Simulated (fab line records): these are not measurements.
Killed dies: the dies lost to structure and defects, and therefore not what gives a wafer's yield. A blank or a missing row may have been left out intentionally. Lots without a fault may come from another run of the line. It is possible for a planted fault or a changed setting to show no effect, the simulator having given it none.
Struck lot and sound lot, side by side + flow sky130 + 15 steps out of a route of 708
Sound: these wafers, L602.2, L602.5, L602.6. Wafers struck: L612.4, L612.5, L612.6. Last of all comes the cause.
Order at every step that has rows: each side's tool, ch and its chambers, its first start. Under that, the readings that differ: sound wafers + struck wafers + difference of the means + sigmas: that difference in standard deviations of wafers without a fault.
alike: readings with means less than 2 such deviations apart, plus words and numbers identical on both sides. not compared: withheld readings, readings lacking a value on some wafer, bounds such as >300 that could conceal the same value, and numbers that have no deviation in the record and whose values overlap.
Wherever a step has rows on one side only, a row that says differs or no value, or a row with sigmas, the two part there. Non-overlapping numbers with no deviation appear without sigmas and do not part them. A reading missing from all wafers of one side parts the sides only when that side holds two or more wafers.

first, 5 steps without rows for these wafers: SKY_LDD_N_COAT_02 (resist thk 300 nm); SKY_LDD_N_SOFTBAKE_03 (time 60 s); SKY_LDD_N_EXPOSE_04 (exposes mask NTM, target cd 840 nm); SKY_LDD_N_PEB_05; SKY_LDD_N_DEVELOP_06 (develop time 60 s).
SKY_LDD_N_OVL_MEAS_07:
  struck on overlay-01, day 22 10:32; sound on overlay-01, day 18 19:56
  alike: LDD_N_OVL
then, 6 steps without rows for these wafers: SKY_LDD_N_IMPLANT_08; SKY_LDD_N_IMPLANT_09; SKY_LDD_N_IMPLANT_10; SKY_LDD_N_IMPLANT_11; SKY_LDD_N_IMPLANT_12; SKY_LDD_N_IMPLANT_13.
SKY_LDD_N_IMPLANT_14:
  sound on implanter-02 ch 0, day 18 20:53; struck on implanter-02 ch 0, day 22 11:32
| reading            | sound                         | struck                        | difference | sigmas      |
|--------------------|-------------------------------|-------------------------------|------------|-------------|
| dose-ions-cm2      | 4.995e+12 5.002e+12 4.997e+12 | 7.294e+12 7.297e+12 7.289e+12 | +2.295e+12 | +99 or more |
| faraday-current-uA | 27.1 29.3 28.2                | 41.2 42.0 41.8                | +13.5      | +24         |
following that, these wafers have no rows for 1 step: SKY_LDD_N_IMPLANT_15.
-- record jumps: 27 days separate the struck wafers' starts on either side; left off in module LDD_N, taken up again in module PAD_OPEN, whose first shown step is the route's number 708 --
SKY_PAD_OPEN_PROBE_99:
  struck on prober-01, day 49 12:16; sound on prober-02, day 47 03:37
| reading                                    | sound                | struck               | difference | sigmas |
|--------------------------------------------|----------------------|----------------------|------------|--------|
| model.etest.nfet_01v8_swapped.vt-sat-v (V) | 0.6495 0.6461 0.6503 | 0.698 0.6977 0.6967  | +0.049     |        |
| model.etest.nfet_01v8_lvt.vt-v (V)         | 0.6162 0.6125 0.6164 | 0.6397 0.6425 0.6439 | +0.0270    |        |
| model.etest.nfet_01v8_swapped.vt-v (V)     | 0.7019 0.6993 0.7036 | 0.728 0.7285 0.725   | +0.026     |        |
| model.etest.nfet_01v8.vt-v (V)             | 0.7015 0.6989 0.7033 | 0.7263 0.7267 0.7235 | +0.0243    |        |
  alike: killed_at_M0_to_M3, killed_at_M4_up, killed-at-contacts, killed-at-front-end, killed-at-other, killed-dies, killed-open, killed-short

## WHERE THEY PART
Only at SKY_LDD_N_IMPLANT_14, within this record. Later steps at which nothing parts them and some readings are alike: SKY_PAD_OPEN_PROBE_99.

WHY: what the simulator had put in
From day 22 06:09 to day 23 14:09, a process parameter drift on implanter-02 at SKY_LDD_N_IMPLANT_14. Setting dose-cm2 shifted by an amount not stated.
